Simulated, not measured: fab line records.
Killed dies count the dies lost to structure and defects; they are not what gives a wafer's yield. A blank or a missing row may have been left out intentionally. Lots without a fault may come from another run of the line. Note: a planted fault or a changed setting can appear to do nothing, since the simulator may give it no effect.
fab line records	flow sky130
record lots=5	wafers=15	last_day=50
route steps=708 shown SD_P@324 RES_XHIGH@332 SD_N@342 PAD_OPEN@708
lots untouched by any fault: they come from a run of this same line in which no faults occurred
start_h: hours from the record's opening day to when the first of the lot's shown wafers began	wait_h: hours since the lot's step before	" the same as in the row above	L1.1+2: a row that stands for several wafers	- no value, or no start was given	* or withheld: withheld	< > ~ a bound
route shown NAME@n: NAME is a module with steps in the file, n the number in the route of the first one	usual: mean/standard deviation taken from wafers without a fault	same: alike in all rows	chamber/n: place in a boat	sites: readings site by site	_std_site: standard deviation of those values	_edge_site: inner sites' mean taken away from outer sites' mean	radius_mm: for every site, how far away it sits from the centre of the wafer	mask NAME#n: copy n	behind: the tool/chamber that last shaped the wafer	hold: reason for holding the lot/hours on hold/outcome of the hold	device: the n, p or np transistor that did not switch	end of line: tests run on the same wafers once the route is complete	where a step has no rows: the recipe by itself	killed: the dies lost at the first sort to structure and to defects; this is not the yield of the wafer	map: per-die view of a wafer (x killed, . not killed, _ where there is no die)
set.NAME: the setting the step ran with; set.NAME@STEP: the setting that earlier step ran with	model.NAME: the simulator's own value behind a step, which no gauge read
certain route steps with their lots: each step a table, each wafer a row
services: from which hour (start_h, from the record's first day; less than 0 if before it) a tool's chamber was out of use, for how many hours, and why
## steps
# step SKY_SD_P_EXPOSE_04
# recipe mask_id=PSDM	na=0.6	source_shape=conventional	sigma_outer=0.6	polarization=unpolarized	target_cd_nm=380	dose_mj=138
# step SKY_SD_P_PEB_05
# recipe temp_c=withheld	time_s=*	resist=NOVOLAK
# step SKY_SD_P_DEVELOP_06
# recipe resist=NOVOLAK	developer=TMAH	develop_time_s=60	dev_temp_c=23
# step SKY_SD_P_CD_MEAS_07
# recipe target_cd_nm=380
# usual cd_nm=380.7/2.4
lot.wafer	tool	chamber	start_h	wait_h	cd_nm
L712.3	cd_sem-01	-	626.65	0.1	380.1
L712.4	"	-	"	"	378.6
L712.6	"	-	"	"	379.7
L719.2	cd_sem-02	-	686.03	0.1	377.7
L719.3	"	-	"	"	379.4
L719.6	"	-	"	"	377.3
L725.1	cd_sem-02	-	729.31	0.1	380.3
L725.3	"	-	"	"	382.2
L725.5	"	-	"	"	380.6
L728.1	cd_sem-02	-	745.21	0.1	379.3
L728.4	"	-	"	"	381.7
L728.6	"	-	"	"	382.3
L731.2	cd_sem-02	-	769.73	0.1	380.1
L731.3	"	-	"	"	383.6
L731.6	"	-	"	"	380.1
# step SKY_SD_P_OVL_MEAS_08
# usual SD_P_OVL=0.4/1.3
lot.wafer	tool	chamber	start_h	wait_h	SD_P_OVL[nm]
L712.3	overlay-01	-	626.74	0.1	1.9
L712.4	"	-	"	"	1.4
L712.6	"	-	"	"	1.5
L719.2	overlay-01	-	686.14	0.1	1.8
L719.3	"	-	"	"	-1.9
L719.6	"	-	"	"	0.5
L725.1	overlay-01	-	729.43	0.1	1.7
L725.3	"	-	"	"	0.6
L725.5	"	-	"	"	-0.1
L728.1	overlay-01	-	745.33	0.1	-0.1
L728.4	"	-	"	"	0.5
L728.6	"	-	"	"	0.5
L731.2	overlay-01	-	769.84	0.1	-0.1
L731.3	"	-	"	"	-0.2
L731.6	"	-	"	"	0.6
# step SKY_SD_P_IMPLANT_09
# recipe species=BF2	energy_kev=20	dose_cm2=3e+15	tilt_deg=0
# step SKY_SD_P_STRIP_10
# recipe chemistry=O2/N2	power_w=1400	pressure_mtorr=1500	platen_temp_c=withheld	o2_flow_sccm=3000	n2_flow_sccm=300	overash_fraction=0.5
# usual drypump_motor_current_A=5.95/0.23	oes_product_au=0.617/0.0042	strip_time_to_endpoint_s=17.48/0.045
lot.wafer	tool	chamber	start_h	wait_h	drypump_motor_current_A	oes_product_au	rf_hours_counter_h	strip_time_to_endpoint_s
L712.3	plasma_asher-03	1	626.95	0.1	6.11	0.615	-	17.49
L712.4	"	0	"	"	5.65	0.621	-	17.52
L712.6	"	0	"	"	5.65	0.621	-	17.52
L719.2	plasma_asher-01	0	686.32	0.1	6.32	0.614	87	17.50
L719.3	"	0	"	"	6.29	0.617	-	17.48
L719.6	"	1	"	"	5.64	0.617	-	17.46
L725.1	plasma_asher-04	1	729.62	0.1	5.93	0.625	30	17.46
L725.3	"	0	"	"	6.04	0.619	-	17.45
L725.5	"	1	"	"	5.91	0.611	-	17.48
L728.1	plasma_asher-01	0	745.52	0.1	6.30	0.615	93	17.46
L728.4	"	0	"	"	6.30	0.610	-	17.47
L728.6	"	1	"	"	5.67	0.612	-	17.41
L731.2	plasma_asher-03	0	770.02	0.1	5.66	0.618	2	17.45
L731.3	"	0	"	"	5.64	0.615	-	17.46
L731.6	"	1	"	"	6.12	0.623	-	17.43
# step SKY_SD_P_TW_MEAS_11
# usual SD_P_TW=2829/14
lot.wafer	tool	chamber	start_h	wait_h	SD_P_TW
L712.3	film_metro-01	-	627.04	0.1	2807
L712.4	"	-	"	"	2810
L712.6	"	-	"	"	2811
L719.2	film_metro-04	-	686.43	0.1	2828
L719.3	"	-	"	"	2820
L719.6	"	-	"	"	2836
L725.1	film_metro-04	-	729.72	0.1	2844
L725.3	"	-	"	"	2847
L725.5	"	-	"	"	2833
L728.1	film_metro-01	-	745.62	0.1	2822
L728.4	"	-	"	"	2851
L728.6	"	-	"	"	2814
L731.2	film_metro-01	-	770.13	0.1	2828
L731.3	"	-	"	"	2832
L731.6	"	-	"	"	2827
# step SKY_RES_XHIGH_DEHYDRATE_00
# recipe temp_c=200	time_s=60
# step SKY_RES_XHIGH_HMDS_01
# recipe prime_time_s=60	prime_temp_c=120
# step SKY_RES_XHIGH_COAT_02
# recipe resist=NOVOLAK	spin_rpm=3000	resist_thk_nm=1140
# step SKY_RES_XHIGH_SOFTBAKE_03
# recipe temp_c=90	time_s=60	resist=NOVOLAK
# step SKY_RES_XHIGH_EXPOSE_04
# recipe mask_id=URPM	na=0.6	source_shape=conventional	sigma_outer=0.6	polarization=unpolarized	target_cd_nm=1270	dose_mj=140
# usual focus_offset_nm=-0.1/0.54
lot.wafer	tool	chamber	start_h	wait_h	mask	focus_offset_nm
L712.3	iline_stepper-01	0	641.80	-	URPM#0	0.1
L712.4	"	0	"	"	URPM#0	0.0
L712.6	"	0	"	"	URPM#0	-0.8
L719.2	iline_stepper-02	0	700.28	-	NSDM#0	-0.1
L719.3	"	0	"	"	NSDM#0	0.8
L719.6	"	0	"	"	NSDM#0	0.5
L725.1	iline_stepper-02	0	743.49	-	URPM#0	0.5
L725.3	"	0	"	"	URPM#0	-0.5
L725.5	"	0	"	"	URPM#0	0.4
L728.1	iline_stepper-02	0	759.18	-	URPM#0	-0.1
L728.4	"	0	"	"	URPM#0	-1.1
L728.6	"	0	"	"	URPM#0	-0.7
L731.2	iline_stepper-01	0	783.36	-	URPM#0	0.7
L731.3	"	0	"	"	URPM#0	-0.1
L731.6	"	0	"	"	URPM#0	-0.2
# step SKY_RES_XHIGH_PEB_05
# recipe temp_c=withheld	time_s=*	resist=NOVOLAK
# step SKY_RES_XHIGH_DEVELOP_06
# recipe resist=NOVOLAK	developer=TMAH	develop_time_s=60	dev_temp_c=23
# step SKY_RES_XHIGH_IMPLANT_07
# recipe species=BF2	energy_kev=20	dose_cm2=3.6e+14	tilt_deg=0
# step SKY_RES_XHIGH_STRIP_08
# recipe chemistry=O2/N2	power_w=1400	pressure_mtorr=1500	platen_temp_c=withheld	o2_flow_sccm=3000	n2_flow_sccm=300	overash_fraction=0.5
# usual drypump_motor_current_A=5.8/0.45	oes_product_au=0.710/0.0045	strip_time_to_endpoint_s=14.25/0.041
lot.wafer	tool	chamber	start_h	wait_h	drypump_motor_current_A	oes_product_au	rf_hours_counter_h	strip_time_to_endpoint_s
L712.3	plasma_asher-04	1	655.54	0.1	5.9	0.705	-	14.26
L712.4	"	0	"	"	6.0	0.710	-	14.28
L712.6	"	0	"	"	6.0	0.713	-	14.28
L719.2	plasma_asher-04	0	714.26	0.1	6.0	0.701	29	14.27
L719.3	"	0	"	"	6.0	0.712	-	14.20
L719.6	"	0	"	"	6.0	0.702	-	14.23
L725.1	plasma_asher-04	1	757.17	0.1	5.9	0.706	33	14.20
L725.3	"	0	"	"	6.0	0.715	-	14.18
L725.5	"	0	"	"	6.0	0.717	-	14.20
L728.1	plasma_asher-01	0	772.16	0.1	6.3	0.712	96	14.28
L728.4	"	1	"	"	5.7	0.712	-	14.28
L728.6	"	1	"	"	5.6	0.712	-	14.30
L731.2	plasma_asher-02	1	797.27	0.1	5.8	0.710	65	14.27
L731.3	"	0	"	"	4.8	0.712	-	14.21
L731.6	"	0	"	"	4.8	0.709	-	14.21
# step SKY_RES_XHIGH_TW_MEAS_09
# usual RES_XHIGH_TW=1644/9.8
lot.wafer	tool	chamber	start_h	wait_h	RES_XHIGH_TW
L712.3	film_metro-04	-	655.63	0.1	1653
L712.4	"	-	"	"	1653
L712.6	"	-	"	"	1658
L719.2	film_metro-04	-	714.37	0.1	30
L719.3	"	-	"	"	30
L719.6	"	-	"	"	30
L725.1	film_metro-04	-	757.27	0.1	1644
L725.3	"	-	"	"	1656
L725.5	"	-	"	"	1651
L728.1	film_metro-01	-	772.26	0.1	1646
L728.4	"	-	"	"	1645
L728.6	"	-	"	"	1634
L731.2	film_metro-01	-	797.38	0.1	1633
L731.3	"	-	"	"	1637
L731.6	"	-	"	"	1634
# step SKY_SD_N_DEHYDRATE_00
# recipe temp_c=200	time_s=60
# step SKY_PAD_OPEN_PROBE_99
lot.wafer	tool	chamber	start_h	wait_h	model.etest.res_ndiff.line_ohm_um	model.etest.nfet_g5v0d10v5.r_on_ohm_um	model.etest.sonos_uncharged.r_on_ohm_um	model.etest.nfet_01v8.r_on_ohm_um	model.etest.licon_ndiff.rc_ohm	model.etest.res_ndiff.rs_ohm_sq	model.etest.nfet_01v8_lvt.drive_ua_um	model.etest.res_ndiff_hv.rs_ohm_sq
L712.3	prober-02	-	1103.94	0.2	785.1	1892	814.9	821.1	185.4	121.5	581.1	115.3
L712.4	prober-02	-	1103.99	0.2	771.6	1877	801	814	177.6	121.1	588.2	115.8
L712.6	prober-02	-	1104.09	0.2	761.2	1902	821.5	836.9	182.8	121.5	581	115.3
L719.2	prober-02	-	1145.58	0.1	973.7	1989	913.5	867.1	217.4	148.2	561.6	135.1
L719.3	prober-02	-	1145.63	0.2	960.5	2012	907.1	841.5	216.3	147.8	573.5	136.2
L719.6	prober-02	-	1145.78	0.2	954	2014	910.7	846.5	219.5	148.3	567.5	135
L725.1	prober-02	-	1172.33	0.1	752.5	1894	801.2	842.5	181.4	119	568.9	112.3
L725.3	prober-02	-	1172.43	0.2	735.6	1886	803.9	852	178.5	119.2	556.1	112.4
L725.5	prober-02	-	1172.53	0.2	742.1	1916	798.1	843.4	179.1	117.9	560.2	111.4
L728.1	prober-02	-	1184.38	0.1	748.1	1849	800.5	847.5	193.1	119.6	561.4	112.4
L728.4	prober-02	-	1184.53	0.2	747.3	1846	796.7	838.8	185.4	119.3	570.2	112.1
L728.6	prober-02	-	1184.63	0.2	762.1	1850	808.4	822	180.7	119.3	576.4	112.3
L731.2	prober-02	-	1197.05	0.1	752.6	1903	823.8	842.6	184.8	121.5	576.6	116.3
L731.3	prober-02	-	1197.10	0.2	761.7	1877	807.7	858.6	186.2	121.5	563.1	115.6
L731.6	prober-02	-	1197.25	0.2	769.3	1902	810.3	826.2	178	121.7	582.1	115.9
# killed by level:class
L712.3 CONTACT:geometric_particle:open=10 VIA3:geometric_particle:open=9 VIA1:geometric_particle:open=8 METAL2:geometric_particle:short=8 METAL2:geometric_particle:open=6 LI_CONTACT:geometric_particle:open=4 VIA2:geometric_particle:open=4 METAL3:geometric_particle:short=4
L712.4 METAL2:geometric_particle:short=12 VIA1:geometric_particle:open=11 LI_CONTACT:geometric_particle:open=7 FIELD_ISO:geometric_particle:open=6 CONTACT:geometric_particle:open=6 POLY_GATE:geometric_particle:open=5 METAL1:geometric_particle:short=5 CONTACT:geometric_particle:short=4
L712.6 VIA3:geometric_particle:open=11 VIA2:geometric_particle:open=9 VIA1:geometric_particle:open=8 LI_CONTACT:geometric_particle:open=7 METAL2:geometric_particle:short=7 METAL1:geometric_particle:short=6 CONTACT:geometric_particle:short=6 CONTACT:geometric_particle:open=5
L725.1 VIA1:geometric_particle:open=13 LI_CONTACT:geometric_particle:open=8 CONTACT:geometric_particle:open=8 METAL1:geometric_particle:short=8 VIA1:geometric_particle:short=7 VIA3:geometric_particle:open=7 CONTACT:geometric_particle:short=6 VIA2:geometric_particle:open=6
L725.3 VIA1:geometric_particle:open=13 FIELD_ISO:geometric_particle:open=11 CONTACT:geometric_particle:open=9 LI_CONTACT:geometric_particle:open=8 VIA3:geometric_particle:open=6 METAL2:geometric_particle:short=5 METAL2:geometric_particle:open=5 METAL1:geometric_particle:short=4
L725.5 VIA1:geometric_particle:open=9 FIELD_ISO:geometric_particle:short=8 METAL2:geometric_particle:short=6 LI_CONTACT:geometric_particle:open=6 LOCAL_INTERCONNECT:geometric_particle:short=6 CONTACT:geometric_particle:open=6 VIA2:geometric_particle:open=6 VIA3:geometric_particle:open=6
L728.1 VIA3:geometric_particle:open=13 CONTACT:geometric_particle:open=9 VIA1:geometric_particle:open=9 VIA2:geometric_particle:open=9 FIELD_ISO:geometric_particle:short=8 FIELD_ISO:geometric_particle:open=7 CONTACT:geometric_particle:short=6 POLY_GATE:geometric_particle:open=5
L728.4 LI_CONTACT:geometric_particle:open=12 VIA1:geometric_particle:open=12 CONTACT:geometric_particle:open=11 VIA3:geometric_particle:open=9 METAL4:geometric_particle:short=6 POLY_GATE:geometric_particle:open=6 VIA1:geometric_particle:short=6 METAL3:geometric_particle:short=6
L728.6 VIA1:geometric_particle:open=13 METAL2:geometric_particle:short=12 VIA1:geometric_particle:short=8 VIA3:geometric_particle:open=8 FIELD_ISO:geometric_particle:short=7 METAL1:geometric_particle:short=7 LI_CONTACT:geometric_particle:open=6 LOCAL_INTERCONNECT:geometric_particle:short=6
L731.2 CONTACT:geometric_particle:open=15 VIA3:geometric_particle:open=7 METAL2:geometric_particle:short=7 VIA2:geometric_particle:open=7 LI_CONTACT:geometric_particle:open=6 VIA1:geometric_particle:open=6 FIELD_ISO:geometric_particle:short=5 CONTACT:geometric_particle:short=4
L731.3 VIA3:geometric_particle:open=14 LI_CONTACT:geometric_particle:open=9 LOCAL_INTERCONNECT:geometric_particle:short=8 VIA1:geometric_particle:short=7 CONTACT:geometric_particle:open=7 VIA1:geometric_particle:open=6 VIA2:geometric_particle:open=6 POLY_GATE:geometric_particle:open=5
L731.6 VIA3:geometric_particle:open=12 METAL2:geometric_particle:short=8 VIA1:geometric_particle:short=7 CONTACT:geometric_particle:open=6 POLY_GATE:geometric_particle:open=5 LI_CONTACT:geometric_particle:open=5 LOCAL_INTERCONNECT:geometric_particle:short=5 FIELD_ISO:geometric_particle:open=4
## services
tool	chamber	start_h	hours	kind
iline_stepper-02	-	605.57	1.7	pm
iline_stepper-02	0	632.33	-	calibration
plasma_asher-04	-	692.03	7.9	repair
plasma_asher-04	-	705.02	1.2	repair
plasma_asher-03	-	711.27	0.8	repair
iline_stepper-01	-	724.89	7.8	repair
plasma_asher-03	-	733.75	9.0	pm
plasma_asher-03	0	733.75	9.0	vent_cycle
plasma_asher-03	1	733.75	9.0	vent_cycle
plasma_asher-03	0	742.75	-	clean
plasma_asher-03	1	742.75	-	clean
plasma_asher-01	-	753.59	0.4	repair
iline_stepper-01	0	785.96	-	calibration
iline_stepper-01	-	794.51	1.7	pm
## key
first_sign step=SKY_RES_XHIGH_EXPOSE_04	reading=mask	direction=changed
effect step=SKY_RES_XHIGH_TW_MEAS_09	reading=RES_XHIGH_TW	direction=down	sigmas=99+	usual=1644	struck=30
model_effect step=SKY_PAD_OPEN_PROBE_99	value=etest.res_ndiff.line_ohm_um	without=770.7	struck=962.7
met_at SKY_RES_XHIGH_EXPOSE_04
struck_wafers L719.2,L719.3,L719.6
sort_left_out L719.2,L719.3,L719.6
tester_left_out L719
fault kind=wrong_mask	tool=any	chamber=-	onset_h=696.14	steps=SKY_RES_XHIGH_EXPOSE_04	aux_copy=NSDM#0	scope=struck_lots_only
# tester_left_out: of these lots the tester's yield and bins aren't shown, on N5 and GAA mostly nor the transistor test; their killed dies are dies lost to structure and defects alone, not to doping, threshold or leakage, so they don't give the yield
# sort_left_out: the simulated sort isn't trusted on such a fault, so these wafers' sort isn't shown, and their yield isn't known
